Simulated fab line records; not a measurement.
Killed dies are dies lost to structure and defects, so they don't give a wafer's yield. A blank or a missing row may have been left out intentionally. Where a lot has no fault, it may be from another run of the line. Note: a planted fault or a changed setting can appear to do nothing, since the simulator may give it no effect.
One fault through the eyes of 2 desks    flow sky130    only its own numbers are on each desk; what lay behind them is given at the end

FOR THE TOOL OWNER'S DESK: implanter-01
The tool's own readings at SKY_LDD_LDN_IMPLANT_09, given as means over the sampled wafers that have a number, one for each lot that went through this tool. The brackets show how far a lot's mean lies from the usual mean; more than 4 standard deviations puts the lot out of limits, marked OUT.
Columns: A = dose ions cm2 at SKY_LDD_LDN_IMPLANT_09, usual 1.2498e+13; B = faraday current uA at SKY_LDD_LDN_IMPLANT_09, usual 70.6
lot   first seen here  A                             B
L442  day 26 13:16     1.2481e+13                    71.6
L443  day 26 22:43     1.0950e+13 (-99 or more) OUT  61.4 (-6.6) OUT
L444  day 27 08:17     1.0947e+13 (-99 or more) OUT  62.0 (-6.1) OUT
L452  day 30 20:34     1.2504e+13                    70.5
L454  day 30 21:12     1.2496e+13                    72.2
This desk's verdict: out of limits on L443, L444, starting with L443 at day 26 22:43 (dose ions cm2 at SKY_LDD_LDN_IMPLANT_09). In limits: L442, L452, L454.

THE METROLOGY DESK
Means of the sampled wafers that have a number, per lot and without regard to the tool the lot ran on: this is what the gauges read. The brackets show how far a lot's mean lies from the usual mean; more than 4 standard deviations puts the lot out of limits, marked OUT.
Columns: A = POLY_GATE_CVD_00_THK at SKY_POLY_GATE_THK_MEAS_01, usual 179.9 nm; B = POLY_GATE_TW at SKY_RES_PROTECT_TW_MEAS_08, usual 4040
lot   first seen here  A      B
L434  day 14 20:21     180.0  4000
L435  day 15 05:05     178.6  4031
L436  day 16 08:58     180.9  4024
L439  day 16 17:20     177.7  4038
L442  day 17 14:36     180.6  4011
L443  day 18 00:14     178.8  3979
L444  day 18 11:28     177.5  4071
L448  day 20 09:40     180.4  4062
L449  day 20 13:14     182.8  4042
L450  day 20 16:41     179.7  4072
L452  day 22 02:30     179.5  4001
L454  day 22 06:16     177.8  4057
L453  day 22 08:29     177.6  4077
This desk found nothing out of limits on any of the 13 lots.

TAKEN TOGETHER
On L443, L444, at day 26 22:43, an alarm was possible from the tool owner's desk.
At the metrology desk, nothing out of limits was observed.
The metrology desk has L443, L444 on record, within its limits.
SKY_LDD_LDN_IMPLANT_09 was run on implanter-01 by each of the lots named.

WHAT WAS PUT IN BY THE SIMULATOR
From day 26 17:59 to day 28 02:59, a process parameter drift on implanter-01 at SKY_LDD_LDN_IMPLANT_09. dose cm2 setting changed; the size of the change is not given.
Shown lots that were struck: L443, L444.
Each desk's first reading out of limits, in hours after the fault started: the tool owner's desk, 5.
